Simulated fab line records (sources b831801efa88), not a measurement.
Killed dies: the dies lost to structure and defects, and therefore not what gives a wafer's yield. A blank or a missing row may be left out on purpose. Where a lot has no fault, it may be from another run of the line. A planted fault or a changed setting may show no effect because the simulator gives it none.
Struck lot and sound lot, side by side ; flow gf180mcu ; 23 steps out of a route of 602
Sound: wafers L217.2, L217.3, L217.5. Wafers struck: L222.1, L222.3, L222.5. The cause is named last.
Each step with rows lists, per side, the tool, then ch with its chambers, then its first start. Under that, the readings that differ: sound wafers ; struck wafers ; difference of the means ; sigmas: that difference in standard deviations of wafers without a fault.
alike: same words and numbers on both sides, and readings whose means sit less than 2 such deviations apart. not compared: any withheld reading, any reading some wafer has no value for, any bound like >300 that may hide the same value, and any number with overlapping values for which the record gives no deviation.
A row with sigmas, a row that says differs or no value, or rows on one side alone: a step with any of these is where the two part. Numbers that have no deviation but don't overlap get no sigmas and don't part them. A reading that every wafer of one side lacks parts them only if that side has two wafers or more.

first, 5 steps without rows for these wafers: GF_MVSD_COAT_02 (resist thk 3000 nm); GF_MVSD_SOFTBAKE_03; GF_MVSD_EXPOSE_04 (exposes mask MVSD, target cd 1000 nm); GF_MVSD_PEB_05; GF_MVSD_DEVELOP_06 (develop time 60 s).
GF_MVSD_OVL_MEAS_07:
  sound on overlay-02 at day 5 13:31; struck on overlay-01 at day 6 22:55
  alike: MVSD_OVL
then, 2 steps without rows for these wafers: GF_MVSD_IMPLANT_08; GF_MVSD_IMPLANT_09.
GF_MVSD_STRIP_10: strips in O2/N2.
  sound on plasma-asher-04 ch 0,1, day 5 13:51; struck on plasma-asher-04 ch 0, day 6 23:16
  alike: drypump-motor-current-A, heater-power-w, oes-product-au, strip-time-to-endpoint-s
  not compared: rf-hours-counter-h
GF_MVSD_TW_MEAS_11:
  sound on film-metro-02 at day 5 13:58; struck on film-metro-03 at day 6 23:22
  alike: MVSD_TW
then, 2 steps without rows for these wafers: GF_MVPSD_DEHYDRATE_00 (time 60 s); GF_MVPSD_HMDS_01 (prime time 60 s).
GF_MVPSD_COAT_02: resist thk 3000 nm.
  sound on litho-track-02 ch 0, day 5 21:05; struck on litho-track-03 ch 0, day 7 07:22
reading;sound;struck;difference;sigmas
model.coat_of_MVPSD_COAT_02.thk-nm (nm);2993 3001 2997;2880 2881 2876;-118;
then, 3 steps without rows for these wafers: GF_MVPSD_SOFTBAKE_03; GF_MVPSD_EXPOSE_04 (exposes mask MVPSD, target cd 1000 nm); GF_MVPSD_PEB_05.
GF_MVPSD_DEVELOP_06: develop time 60 s.
  sound: litho-track-03 ch 0; struck: litho-track-03 ch 0
reading;sound;struck;difference;sigmas
model.coat_of_MVPSD_COAT_02.thk-nm (nm);2992 3000 2996;2879 2880 2875;-118;
GF_MVPSD_OVL_MEAS_07:
  sound on overlay-01 at day 6 04:10; struck on overlay-01 at day 7 15:13
reading;sound;struck;difference;sigmas
MVPSD_OVL (nm);0.9 -0.2 0.5;-2.5 -2.1 -2.0;-2.6;-2
then, 2 steps without rows for these wafers: GF_MVPSD_IMPLANT_08; GF_MVPSD_IMPLANT_09.
GF_MVPSD_STRIP_10: strips in O2/N2.
  sound on plasma-asher-02 ch 0,1, day 6 04:30; struck on plasma-asher-03 ch 0,1, day 7 15:33
reading;sound;struck;difference;sigmas
drypump-motor-current-A (A);5.8 6.7 6.7;5.3 5.3 5.7;-1.0;-2
strip-time-to-endpoint-s (s);36.87 36.95 36.92;35.58 35.58 35.52;-1.35;-12
  alike: heater-power-w, oes-product-au
  not compared: rf-hours-counter-h
GF_MVPSD_TW_MEAS_11:
  sound on film-metro-01 at day 6 04:37; struck on film-metro-01 at day 7 15:39
  alike: MVPSD_TW
-- the record jumps here: 25 days lie between the struck wafers' starts before and after (it left off in module MVPSD and takes up again in module PASSIVATION, whose first step shown is number 602 of the route) --
GF_PASSIVATION_PROBE_99:
  rows exist in the record for the struck wafers here (prober-01, day 32 04:26), but not for the sound ones

== WHERE THEY PART ==
At GF_MVPSD_OVL_MEAS_07 first; at GF_PASSIVATION_PROBE_99 last (within this record only).

WHY: the cause the simulator had injected
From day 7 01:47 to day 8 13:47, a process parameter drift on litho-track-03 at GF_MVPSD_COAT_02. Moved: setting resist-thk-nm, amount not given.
